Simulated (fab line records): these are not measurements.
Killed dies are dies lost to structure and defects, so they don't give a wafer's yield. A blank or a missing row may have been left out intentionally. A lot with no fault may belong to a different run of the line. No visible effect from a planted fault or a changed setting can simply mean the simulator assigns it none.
Code-filled problem report in 8D (eight disciplines) form + flow gf180mcu + the parts of the form that need people (team, actions taken, sign-off) are left out

## 1. THE PROBLEM
TOP_METAL_ALCU_RS at GF_TOP_METAL_RS_MEAS_05 reads a mean of 0.0284 ohm/sq on 1 wafer of 1 lot; wafers without a fault read 0.0327 ohm/sq with a standard deviation of 0.00035. That puts it -12 standard deviations away from the usual mean.
The step: measures by four-point-probe.
Earliest sighting: wafer L777.4 on filmMetro-03 at day 31 08:34. The record has a number at this step for 15 wafers belonging to 5 lots. The rule behind "out" and "out of limits": a value lying over 4 standard deviations away from the usual mean. All remaining wafers that have a number are taken as sound.

## 2. WHAT THIS IS AND IS NOT
| question                    | is                | is not                                                                   |
|-----------------------------|-------------------|--------------------------------------------------------------------------|
| which readings at this step | TOP_METAL_ALCU_RS | -                                                                        |
| which lots                  | L777              | L763, L765, L780, L786                                                   |
| which wafers of those lots  | L777.4            | L777.2, L777.5                                                           |
| read on which gauges        | filmMetro-03      | filmMetro-01, filmMetro-04                                               |
| when                        | from day 31 08:34 | up to then (8 sound wafers); but 6 sound wafers of L780, L786 came after |

## 3. SUSPECTS, AND WHAT RULES EACH OUT
Counting: if a tool at a process step up to the reading ran every lot that is out, it stays a suspect. Sound lots after the first of them don't rule it out here, since some wafers of a struck lot are sound.
- the gauge at GF_TOP_METAL_RS_MEAS_05: kept. All the wafers that are out were read on filmMetro-03, and no step on other tools shows them out.
- pvdSputter-01 at GF_V5_SPUTTER_21 (material Ti, target thk 15 nm, time 80.02 s): kept. It ran the lot that is out, L777 (day 31 07:38).
- cmp-02 at GF_V5_CMP_26 (polishes, stops on SiO2, t overpolish 15 s, target thk 0 nm): kept. L777, the lot that is out, went through it at day 31 08:01; up to then, the latest sound lot through it was L765 at day 27 19:30.
- pvdSputter-04 at GF_TOP_METAL_SPUTTER_00 (material Ti, target thk 37.5 nm, time 150 s): kept. L777, the lot that is out, went through it at day 31 08:19; up to then, the latest sound lot through it was L763 at day 27 12:04.
- pvdSputter-04 at GF_TOP_METAL_SPUTTER_01 (material TiN, target thk 30 nm, time 25 s): kept. L777, the lot that is out, went through it at day 31 08:25; up to then, the latest sound lot through it was L763 at day 27 12:10.
- pvdSputter-04 at GF_TOP_METAL_SPUTTER_02 (material AlCu, target thk 900 nm, time 47.82 s): kept. L777, the lot that is out, went through it at day 31 08:27; up to then, the latest sound lot through it was L763 at day 27 12:11.
- pvdSputter-04 at GF_TOP_METAL_SPUTTER_03 (material Ti, target thk 5 nm, time 3.3 s): kept. L777, the lot that is out, went through it at day 31 08:30; up to then, the latest sound lot through it was L763 at day 27 12:14.
Left after counting: pvdSputter-01 at GF_V5_SPUTTER_21, cmp-02 at GF_V5_CMP_26, pvdSputter-04 at GF_TOP_METAL_SPUTTER_00, pvdSputter-04 at GF_TOP_METAL_SPUTTER_01, pvdSputter-04 at GF_TOP_METAL_SPUTTER_02, pvdSputter-04 at GF_TOP_METAL_SPUTTER_03, filmMetro-03 at GF_TOP_METAL_RS_MEAS_05.

## 4. THE CAUSE (what the simulator had put in)
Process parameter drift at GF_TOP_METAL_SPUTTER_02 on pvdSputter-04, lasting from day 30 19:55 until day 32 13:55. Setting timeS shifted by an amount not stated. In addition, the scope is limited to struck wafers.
7 suspects survive the count, and this tool is in that group.

## 5. THE EFFECT CHAIN, in route order
Each row: a reading where the mean over the struck wafers with a number is more than 3 standard deviations away from the usual. Only readings whose record carries a usual standard deviation are examined. hours: median over the lots of the time between each lot's start at the first step of this table that gives one and its start at this step. sigmas: the change, counted in usual standard deviations.
| hours | step                     | reading            | usual         | on struck wafers | change  | sigmas |
|-------|--------------------------|--------------------|---------------|------------------|---------|--------|
| 0     | GF_TOP_METAL_RS_MEAS_05  | TOP_METAL_ALCU_RS  | 0.0327 ohm/sq | 0.0284           | -0.0043 | -12    |
| 0     | GF_TOP_METAL_THK_MEAS_06 | TOP_METAL_ALCU_THK | 888 nm        | 1031             | +143    | +15    |

## 6. WHAT WOULD HAVE CAUGHT IT SOONER
In this record the first reading out of limits at a measuring or inspecting step was taken at day 31 08:34, 13 hours after the fault began at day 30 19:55.
No tool reading at GF_TOP_METAL_SPUTTER_02 that has a usual standard deviation in the record was out on any struck wafer, so an alarm limit of 4 standard deviations on those readings would not have fired.
Each of the lots that are out, 1 in all, had begun GF_TOP_METAL_SPUTTER_02 on pvdSputter-04 no later than day 31 08:34. Tool hold at that time: it would have spared none of them.
